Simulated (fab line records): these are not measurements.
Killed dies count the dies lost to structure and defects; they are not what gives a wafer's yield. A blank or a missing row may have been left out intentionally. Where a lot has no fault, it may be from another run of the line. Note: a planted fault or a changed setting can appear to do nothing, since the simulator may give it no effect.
Problem report in the 8D (eight disciplines) form, filled by code | flow sfq line | the parts of the form that need people (team, actions taken, sign-off) are left out

## 1. WHAT IS WRONG
Wafers free of any fault read 0.891 ohm/sq (standard deviation 0.011) for M4_NB_RS at SFQ_M4_RS_MEAS_924, against a mean of 1.083 ohm/sq on 9 wafers of 3 lots. That is +17 standard deviations from the usual mean.
The step: measures by four-point-probe.
First observed at day 44 21:04: wafer L846.1, on film metro-01. Wafers with a number at this step in the record: 45, from 15 lots. Rule for "out", or "out of limits": more than 4 standard deviations from the usual mean. All remaining wafers that have a number are taken as sound.

## 2. WHAT IT IS AND WHAT IT IS NOT
question                    | is                           | is not
which readings at this step | M4_NB_RS                     | -
which lots                  | L846, L848, L853             | L838, L839, L840, L842, L843, L845, L847, L854, L855, L856, L857, L860
which wafers of those lots  | all that have a number       | -
read on which gauges        | film metro-01, film metro-02 | film metro-04
when                        | from day 44 21:04            | up to then (18 sound wafers); but 18 sound wafers of L847, L854, L855, L856, L857, L860 came after

## 3. THE SUSPECTS, EACH WITH WHAT RULES IT OUT
Counting: any tool at a process step up to the reading is kept as a suspect provided that every lot that is out went through it and no sound lot did after the first of them.
- the gauge at SFQ_M4_RS_MEAS_924: ruled out. Those wafers that are out were read across 2 gauges (film metro-01, film metro-02).
- rie metal-02 at SFQ_TRILAYER_I3_VIA_STRIP_STRIP_089 (strips in O2): ruled out as a lasting fault. Following L846 (day 44 20:09), the first lot on it that is out, the sound lots L857 were run on it.
- pvd sputter-05 at SFQ_TRILAYER_M4_DEP_SPUTTER_091 (material Nb, target thk 200 nm, time 133.3 s): kept. It ran every lot that is out, first L846 (day 44 20:58), and no sound lot after that; its last sound lot up to then is L843 (day 42 05:06).
The count leaves pvd sputter-05 at SFQ_TRILAYER_M4_DEP_SPUTTER_091.

## 4. THE CAUSE (what the simulator had put in)
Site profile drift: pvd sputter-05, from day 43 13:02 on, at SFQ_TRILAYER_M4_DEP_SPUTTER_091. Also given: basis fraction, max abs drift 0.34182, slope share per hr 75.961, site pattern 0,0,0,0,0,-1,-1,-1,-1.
After counting, this tool was the only one left.

## 5. SEQUENCE OF EFFECTS, ordered by route
Each row: a reading where the mean over the struck wafers with a number is more than 3 standard deviations away from the usual. Only readings whose record carries a usual standard deviation are examined. hours: median over the lots of the time between each lot's start at the first step of this table that gives one and its start at this step. sigmas: the change, counted in usual standard deviations.
hours | step                                | reading        | usual        | on struck wafers | change | sigmas
0     | SFQ_M4_RS_MEAS_924                  | M4_NB_RS       | 0.891 ohm/sq | 1.083            | +0.192 | +17
3     | SFQ_TRILAYER_M4_ETCH_METAL_ETCH_096 | oes product au | 0.892 a.u.   | 0.821            | -0.071 | -9.3
The process steps in it:
- SFQ_TRILAYER_M4_ETCH_METAL_ETCH_096: etches Nb in Cl2/Ar, stops on SiO2, target depth 240 nm, time 120 s.

## 6. WHAT WOULD HAVE CAUGHT IT SOONER
32 hours passed between the start of the fault at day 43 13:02 and the first reading out of limits at a measuring or inspecting step in this record, taken at day 44 21:04.
No tool reading at SFQ_TRILAYER_M4_DEP_SPUTTER_091 that has a usual standard deviation in the record was out on any struck wafer, so an alarm limit of 4 standard deviations on those readings would not have fired.
Lots out: 3; of these, L848, L853 started SFQ_TRILAYER_M4_DEP_SPUTTER_091 on pvd sputter-05 after day 44 21:04. A hold on the tool at that time would have spared those 2.
